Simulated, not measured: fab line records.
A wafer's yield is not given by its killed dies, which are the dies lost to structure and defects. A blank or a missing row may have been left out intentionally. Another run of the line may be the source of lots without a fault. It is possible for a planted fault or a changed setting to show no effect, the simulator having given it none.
Chamber matching ; flow sky130 ; cmp-01 running SKY_VIA4_CMP_02: 4 sister chambers
The step polishes SiO2. 4 wafers are shown with their chamber, then 8 later ones without.

## WAFERS, EACH WITH ITS CHAMBER
wafer;chamber;motor-current-A (A)
L943.6;0;14.3
L946.3;3;10.7
L946.4;1;13.0
L949.2;2;11.1

## WAFERS MISSING THEIR CHAMBER
wafer;motor-current-A (A)
L949.4;14.3
L949.5;10.8
L952.2;14.1
L952.3;12.2
L952.6;11.1
L954.2;10.8
L954.3;13.6
L954.5;11.2

## WHICH CHAMBER EACH ONE RAN IN
wafer;from the rows above;in truth
L949.4;0;0
L949.5;can't be placed: 3 or 2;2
L952.2;0;0
L952.3;can't be placed: 1 or 2 or 3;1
L952.6;can't be placed: 2 or 3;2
L954.2;can't be placed: 3 or 2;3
L954.3;can't be placed: 1 or 0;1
L954.5;can't be placed: 2 or 3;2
2 of 8 placed correctly. Cannot be placed on the basis of these rows: 6; the candidates contain the true chamber in 6. Wrongly placed: 0.
How it was worked out, from the rows above alone: a wafer's distance from a chamber is the root of the sum, over the readings, of the square of ((its reading less the chamber's mean) divided by the reading's scatter). If the next closest chamber is less than 2 further off than the closest, the wafer can't be placed; otherwise it belongs to the closest. For every chamber, the mean is computed from those of its wafers that are shown. The scatter (one wafer shown for each chamber): square how far every hidden wafer sits from the nearest shown wafer, average those squares and take the square root.
